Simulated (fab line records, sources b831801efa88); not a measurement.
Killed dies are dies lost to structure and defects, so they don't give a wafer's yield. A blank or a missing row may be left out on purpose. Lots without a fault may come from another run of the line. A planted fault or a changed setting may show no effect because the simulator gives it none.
A struck lot beside a sound one | flow sky130 | 15 steps out of a route of 708
Sound: wafers L971.1, L971.5, L971.6. Struck: wafers L968.3, L968.5, L968.6. The cause comes at the end.
At each step with rows: each side's tool, then ch and its chambers, then its first start. Under that, the readings that differ: sound wafers | struck wafers | difference of the means | sigmas: that difference in standard deviations of wafers without a fault.
alike: readings whose means differ by less than 2 such deviations, and words and numbers that are the same on both sides. not compared: withheld readings, readings that some wafer has no value for, bounds like >300 that may hide the same value, and numbers for which the record gives no deviation and whose values overlap.
The two part at a step that has a row with sigmas, a row that says differs or no value, or rows on one side only. Numbers that don't overlap but have no deviation are shown without sigmas and don't part them. A reading that every wafer of one side lacks parts them only if that side has two wafers or more.

first, 4 steps without rows for these wafers: SKY_LDD_N_SOFTBAKE_03 (time 60 s); SKY_LDD_N_EXPOSE_04 (exposes mask NTM, target cd 840 nm); SKY_LDD_N_PEB_05; SKY_LDD_N_DEVELOP_06 (develop time 60 s).
SKY_LDD_N_OVL_MEAS_07:
  sound on overlay-01, day 22 23:07; struck on overlay-02, day 22 02:41
  alike: LDD_N_OVL
then, 7 steps without rows for these wafers: SKY_LDD_N_IMPLANT_08; SKY_LDD_N_IMPLANT_09; SKY_LDD_N_IMPLANT_10; SKY_LDD_N_IMPLANT_11; SKY_LDD_N_IMPLANT_12; SKY_LDD_N_IMPLANT_13; SKY_LDD_N_IMPLANT_14.
SKY_LDD_N_IMPLANT_15:
  sound on implanter-01 ch 0, day 23 00:13; struck on implanter-03 ch 0, day 22 03:48
  reading            | sound            | struck            | difference | sigmas
  beam_on_s (s)      | 9.92 10.14 10.16 | 14.28 14.18 14.26 | +4.17      | +21
  faraday_current_uA | 28.5 27.9 27.9   | 19.8 19.8 19.8    | -8.3       | -15
SKY_LDD_N_STRIP_16: strips in O2/N2.
  sound on plasma_asher-04 ch 0,1, day 23 00:22; struck on plasma_asher-03 ch 0,1, day 22 03:56
  alike: chamber_pressure_mTorr, drypump_motor_current_A, oes_product_au, strip_time_to_endpoint_s
  not compared: rf_hours_counter_h
-- the record jumps here: 27 days lie between the struck wafers' starts before and after (it left off in module LDD_N and takes up again in module PAD_OPEN, whose first step shown is number 708 of the route) --
SKY_PAD_OPEN_PROBE_99:
  sound on prober-02, day 49 14:28; struck on prober-02, day 49 02:58
  reading                                   | sound                | struck               | difference | sigmas
  model.etest.nfet_01v8_turned.vt_sat_v (V) | 0.6454 0.6502 0.6423 | 0.6761 0.6853 0.6646 | +0.0294    |
  alike: killed_at_M0_to_M3, killed_at_M4_up, killed_at_contacts, killed_at_front_end, killed_at_other, killed_dies, killed_on_rim, killed_open, killed_short
  not compared: model.etest.nfet_01v8_turned.vt_v

WHERE THEY PART
Only at SKY_LDD_N_IMPLANT_15, within this record. Later steps at which nothing parts them and some readings are alike: SKY_LDD_N_STRIP_16, SKY_PAD_OPEN_PROBE_99.

WHY: what the simulator had put in
Process parameter drift: implanter-03, from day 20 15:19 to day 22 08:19, at SKY_LDD_N_IMPLANT_15. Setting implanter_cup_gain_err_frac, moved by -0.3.
